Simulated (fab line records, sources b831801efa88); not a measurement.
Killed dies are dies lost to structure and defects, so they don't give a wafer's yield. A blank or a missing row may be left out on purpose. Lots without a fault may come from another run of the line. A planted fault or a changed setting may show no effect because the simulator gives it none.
One fault seen from 2 desks | flow gf180mcu | each desk has only its own numbers; what lay behind them comes last

THE METROLOGY DESK
What the gauges read, lot by lot, whatever tool the lot ran on: means of the sampled wafers that have a number. A lot is out of limits, marked OUT, if its mean lies more than 4 standard deviations from the usual mean; the brackets give that distance.
Columns: A = PASSIVATION_BOW at GF_PASSIVATION_BOW_MEAS_14, usual 134 um
lot  | first seen here | A
L261 | day 29 00:48    | 149
L262 | day 29 13:00    | 123
L263 | day 29 15:31    | 138
L266 | day 30 13:21    | 142
L267 | day 30 18:10    | 129
L269 | day 31 11:53    | 123
L270 | day 31 13:24    | 148
L271 | day 32 02:47    | 126
L272 | day 32 04:59    | 128
L274 | day 32 19:26    | 126
L277 | day 33 08:02    | 131
L281 | day 34 07:23    | 128
L282 | day 34 12:46    | 134
This desk's finding: nothing out of limits on any of the 13 lots.

THE TOOL OWNER'S DESK: plasma_asher-03
The tool's own readings at GF_STI_STRIP_15 (strips in O2/N2): means of the sampled wafers that have a number, for each lot that ran on this tool. A lot is out of limits, marked OUT, if its mean lies more than 4 standard deviations from the usual mean; the brackets give that distance.
Columns: A = drypump_motor_current_A at GF_STI_STRIP_15, usual 6.0 A; B = heater_power_w at GF_STI_STRIP_15, usual 307 W; C = oes_product_au at GF_STI_STRIP_15, usual 0.383 a.u.; D = platen_temp_c at GF_STI_STRIP_15, usual 250.00 C; E = strip_time_to_endpoint_s at GF_STI_STRIP_15, usual 3.71 s
lot  | first seen here | A   | B   | C     | D      | E
L261 | day 2 03:19     | 5.9 | 290 | 0.383 | 249.99 | 3.64
L262 | day 2 06:16     | 5.9 | 289 | 0.377 | 250.13 | 3.63
L267 | day 3 08:25     | 6.1 | 279 | 0.385 | 249.88 | 3.74
L271 | day 4 04:27     | 5.9 | 291 | 0.387 | 249.87 | 3.76
L272 | day 4 11:56     | 6.1 | 280 | 0.382 | 250.04 | 3.71
L281 | day 6 09:01     | 5.9 | 305 | 0.381 | 249.91 | 3.67
L282 | day 6 14:09     | 6.1 | 282 | 0.388 | 250.04 | 3.72
This desk's finding: nothing out of limits on any of the 7 lots.

PUT TOGETHER
The metrology desk saw nothing out of limits.
The tool owner's desk saw nothing out of limits.

WHAT THE SIMULATOR HAD PUT IN
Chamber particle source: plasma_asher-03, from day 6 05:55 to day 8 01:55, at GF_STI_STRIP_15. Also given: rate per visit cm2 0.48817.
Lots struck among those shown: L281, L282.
